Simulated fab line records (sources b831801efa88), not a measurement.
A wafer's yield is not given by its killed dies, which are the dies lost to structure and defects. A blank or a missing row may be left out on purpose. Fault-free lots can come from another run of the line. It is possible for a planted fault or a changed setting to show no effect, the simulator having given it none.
The tool behind it: which one?	flow sky130	33 wafers from 11 lots sampled at 4 of the route's 708 steps

WHAT EACH GAUGE READ, for each wafer
SKY_PASSIVATION_THK_MEAS_03.
lot	measured	on	PASSIVATION_CVD_02_THK (nm)
L540	day 44 12:48	film-metro-01	536 553 543
L541	day 44 18:16	film-metro-04	534 542 537
L542	day 45 01:28	film-metro-01	539 539 553
L543	day 45 08:20	film-metro-01	542 537 547
L551	day 47 11:32	film-metro-04	540 538 547
L552	day 47 12:26	film-metro-04	589 593 592
L553	day 48 01:31	film-metro-04	596 601 609
L555	day 48 07:07	film-metro-04	539 535 557
L556	day 48 12:22	film-metro-02	533 541 557
L560	day 49 05:52	film-metro-01	553 557 552
L561	day 49 10:50	film-metro-02	544 553 549

WHICH TOOL RAN EACH LOT (tool, then ch and the chambers of the sampled wafers, then the start)
lot	SKY_METAL4_STRIP_19	SKY_VIA4_CMP_21	SKY_PASSIVATION_CVD_02
L540	plasma-asher-03 ch 0,1, day 42 11:35	cmp-02 ch 0,1,2, day 43 13:06	pecvd-03 ch 0, day 44 12:28
L541	plasma-asher-03 ch 0, day 42 17:31	cmp-02 ch 1,2,3, day 43 18:37	pecvd-03 ch 0,1, day 44 18:02
L542	plasma-asher-02 ch 0,1, day 43 01:21	cmp-02 ch 0,2, day 44 01:45	pecvd-01 ch 0,1,2, day 45 01:13
L543	plasma-asher-02 ch 0,1, day 43 08:35	cmp-01 ch 0,2,3, day 44 08:40	pecvd-01 ch 0,2, day 45 08:07
L551	plasma-asher-01 ch 0,1, day 45 15:24	cmp-01 ch 0,2, day 46 14:08	pecvd-01 ch 0,2, day 47 11:19
L552	plasma-asher-01 ch 0,1, day 45 16:44	cmp-02 ch 0,1,2, day 46 15:10	pecvd-01 ch 0,1,2, day 47 12:13
L553	plasma-asher-01 ch 0,1, day 46 04:55	cmp-02 ch 0,3, day 47 04:11	pecvd-01 ch 0,2, day 48 01:17
L555	plasma-asher-01 ch 0,1, day 46 12:17	cmp-02 ch 0,1,3, day 47 10:01	pecvd-03 ch 0,1,2, day 48 06:53
L556	plasma-asher-02 ch 0,1, day 46 17:22	cmp-01 ch 2,3, day 47 15:36	pecvd-03 ch 0,1,2, day 48 12:07
L560	plasma-asher-01 ch 0,1, day 47 12:43	cmp-01 ch 1,2,3, day 48 10:30	pecvd-03 ch 0,1, day 49 05:38
L561	plasma-asher-01 ch 0,1, day 47 18:25	cmp-02 ch 1,2,3, day 48 15:09	pecvd-02 ch 0,1,2, day 49 10:37
- SKY_METAL4_STRIP_19: strips in O2/N2.
- SKY_VIA4_CMP_21: polishes, stops on SiO2, t overpolish 25 s, target thk 0 nm.
- SKY_PASSIVATION_CVD_02: deposits Si3N4, target thk 540 nm.

THE ANSWER, worked out from the rows above alone
Rule: the lots themselves supply what counts as usual. Put in order of their means at a reading, lots are off if they are a third of the lots or fewer, leave a main group of 4 or more, and stand apart from it by a gap of 3 or more times the standard deviation of the main group's means; of several such gaps the widest counts. A main group whose means are all the same, to the digits that the tables above print for the reading, isn't used. Also off: a lot with no number at a reading for which 4 or more lots have one. Any other lot the step has rows for is counted as sound.
Off: L552, L553, at SKY_PASSIVATION_THK_MEAS_03 (PASSIVATION_CVD_02_THK). For the main group the mean is 544 nm and the standard deviation 4.4.
If a tool, at a process step before that reading, ran all the lots that are off and no sound lot after the first of them, it fits. Those tools and the gauges at SKY_PASSIVATION_THK_MEAS_03 are tried in the same way. One fits: pecvd-01 at SKY_PASSIVATION_CVD_02. Its last sound lot is L551 (day 47 11:19), its first lot that is off L552 (day 47 12:13): a fault that began between those two fits.

WHAT THE SIMULATOR HAD PUT IN
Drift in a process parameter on pecvd-01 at SKY_PASSIVATION_CVD_02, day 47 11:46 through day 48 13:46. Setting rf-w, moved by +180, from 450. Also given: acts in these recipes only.
Shown lots that were struck: L552, L553. The rule given above showed the same thing.
